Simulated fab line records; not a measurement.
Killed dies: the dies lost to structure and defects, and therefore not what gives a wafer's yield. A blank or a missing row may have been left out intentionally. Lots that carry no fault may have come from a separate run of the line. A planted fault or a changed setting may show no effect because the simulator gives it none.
Chamber matching || flow sky130 || SKY_VIA1_CMP_02 on cmp-01 has 4 sister chambers
The step polishes SiO2. 4 wafers are shown with their chamber, then 12 later ones without.

WAFERS PAIRED WITH THEIR CHAMBERS
{"wafer": "L082.5", "chamber": 1, "motor_current_A (A)": 10.3}
{"wafer": "L083.2", "chamber": 2, "motor_current_A (A)": 13.6}
{"wafer": "L088.4", "chamber": 3, "motor_current_A (A)": 11.6}
{"wafer": "L088.5", "chamber": 0, "motor_current_A (A)": 11.9}

WAFERS WITH NO CHAMBER GIVEN
{"wafer": "L090.1", "motor_current_A (A)": 10.4}
{"wafer": "L090.3", "motor_current_A (A)": 12.3}
{"wafer": "L090.5", "motor_current_A (A)": 12.4}
{"wafer": "L093.3", "motor_current_A (A)": 13.8}
{"wafer": "L093.4", "motor_current_A (A)": 12.1}
{"wafer": "L093.5", "motor_current_A (A)": 10.3}
{"wafer": "L095.2", "motor_current_A (A)": 14.0}
{"wafer": "L095.5", "motor_current_A (A)": 10.4}
{"wafer": "L095.6", "motor_current_A (A)": 11.9}
{"wafer": "L097.1", "motor_current_A (A)": 10.5}
{"wafer": "L097.2", "motor_current_A (A)": 14.5}
{"wafer": "L097.4", "motor_current_A (A)": 11.8}

EACH ONE'S CHAMBER
{"wafer": "L090.1", "from the rows above": 1, "in truth": 1}
{"wafer": "L090.3", "from the rows above": "can't be placed: 0 or 3", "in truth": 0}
{"wafer": "L090.5", "from the rows above": "can't be placed: 0 or 3 or 2", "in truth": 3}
{"wafer": "L093.3", "from the rows above": 2, "in truth": 2}
{"wafer": "L093.4", "from the rows above": "can't be placed: 0 or 3", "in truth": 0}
{"wafer": "L093.5", "from the rows above": 1, "in truth": 1}
{"wafer": "L095.2", "from the rows above": 2, "in truth": 2}
{"wafer": "L095.5", "from the rows above": 1, "in truth": 1}
{"wafer": "L095.6", "from the rows above": "can't be placed: 0 or 3", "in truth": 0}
{"wafer": "L097.1", "from the rows above": 1, "in truth": 1}
{"wafer": "L097.2", "from the rows above": 2, "in truth": 2}
{"wafer": "L097.4", "from the rows above": "can't be placed: 0 or 3", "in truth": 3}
Placed correctly: 7 of 12. These rows do not allow placing 5 (true chamber among the candidates in 5). 0 placed wrongly.
How it was worked out, from the rows above alone: a wafer's distance from a chamber is the root of the sum, over the readings, of the square of ((its reading less the chamber's mean) divided by the reading's scatter). If the next closest chamber is less than 2 further off than the closest, the wafer can't be placed; otherwise it belongs to the closest. A chamber's mean is the mean of its shown wafers. The scatter: with one shown wafer a chamber, the root of the mean of the squares of how far each hidden wafer lies from its nearest shown one.
